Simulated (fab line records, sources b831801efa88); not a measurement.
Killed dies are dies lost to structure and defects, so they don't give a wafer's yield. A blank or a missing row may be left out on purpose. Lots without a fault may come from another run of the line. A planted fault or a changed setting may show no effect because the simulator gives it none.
Problem report in the 8D (eight disciplines) form, filled by code | flow sky130 | the parts of the form that need people (team, actions taken, sign-off) are left out

1. THE PROBLEM
CAPM_TIN_RS at SKY_CAPM_RS_MEAS_03 reads a mean of 8.01 ohm/sq on 9 wafers of 3 lots; wafers without a fault read 6.97 ohm/sq with a standard deviation of 0.087. That is +12 standard deviations from the usual mean.
The step: measures by four-point-probe.
First seen on wafer L954.3, day 38 23:11, on film_metro-04. The record holds 27 wafers of 9 lots with a number at this step. Rule for "out", or "out of limits": more than 4 standard deviations from the usual mean. The other wafers with a number count as sound.

2. WHAT IT IS AND WHAT IT IS NOT
question                    | is                           | is not
which readings at this step | CAPM_TIN_RS                  | -
which lots                  | L954, L955, L956             | L951, L953, L961, L966, L969, L970
which wafers of those lots  | all that have a number       | -
read on which gauges        | film_metro-02, film_metro-04 | film_metro-03
when                        | from day 38 23:11            | up to then (6 sound wafers); but 12 sound wafers of L961, L966, L969, L970 came after

3. SUSPECTS, AND WHAT RULES EACH OUT
Counting: a tool at a process step up to the reading stays a suspect if it ran every lot that is out and no sound lot after the first of them.
- the gauge at SKY_CAPM_RS_MEAS_03: ruled out. The wafers that are out were read on 2 gauges (film_metro-02, film_metro-04).
- pvd_sputter-03 at SKY_CAPM_SPUTTER_02 (material TiN, target thk 200 nm, time 166.7 s): ruled out as a lasting fault. Sound lots L966, L969, L970 ran on it after its first lot that is out, L954 (day 38 23:02).
Left after counting: nothing in the record.

4. THE CAUSE (what the simulator had put in)
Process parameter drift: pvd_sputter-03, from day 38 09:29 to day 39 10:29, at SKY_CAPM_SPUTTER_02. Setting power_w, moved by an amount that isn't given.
Counting ruled it out, wrongly: the rule takes a fault to strike every lot that its tool runs from its start on, and this one did not.

5. THE CHAIN OF EFFECTS, in route order
Each row: a reading whose mean over the struck wafers that have a number lies more than 3 standard deviations from the usual. Only readings for which the record gives a usual standard deviation are gone through. hours: the time from each lot's start at the first step in this table that gives one to its start at this step, as a median over the lots. sigmas: the change in usual standard deviations.
hours | step                   | reading            | usual       | on struck wafers | change | sigmas
0     | SKY_CAPM_SPUTTER_02    | cathode_dc_power_W | 6500.0 W    | 5712.9           | -787.1 | -99 or more
0     | SKY_CAPM_RS_MEAS_03    | CAPM_TIN_RS        | 6.97 ohm/sq | 8.01             | +1.04  | +12
0     | SKY_CAPM_THK_MEAS_04   | CAPM_TIN_THK       | 195.2 nm    | 169.9            | -25.3  | -10
25    | SKY_CAPM_METAL_ETCH_13 | oes_product_au     | 0.936 a.u.  | 0.867            | -0.069 | -8.6
25    | SKY_CAPM_METAL_ETCH_13 | throttle_valve_pct | 21.903 %    | 21.942           | +0.039 | +3.5
The process steps in it:
- SKY_CAPM_SPUTTER_02: material TiN, target thk 200 nm, time 166.7 s.
- SKY_CAPM_METAL_ETCH_13: etches TiN in Cl2/BCl3, stops on SiO2, target depth 220 nm, time 62.9 s.
Later measuring or inspecting steps at which every struck wafer that the step has a row for has a number for every such reading, and none has moved that far: SKY_CAPM_OVL_MEAS_12.

6. WHAT WOULD HAVE CAUGHT IT SOONER
In this record the first reading out of limits at a measuring or inspecting step was taken at day 38 23:11, 14 hours after the fault began at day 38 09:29.
The tool's own readings at SKY_CAPM_SPUTTER_02 were out on every struck wafer that the step has a row for (cathode_dc_power_W): an alarm limit on them would have fired on the first of those.
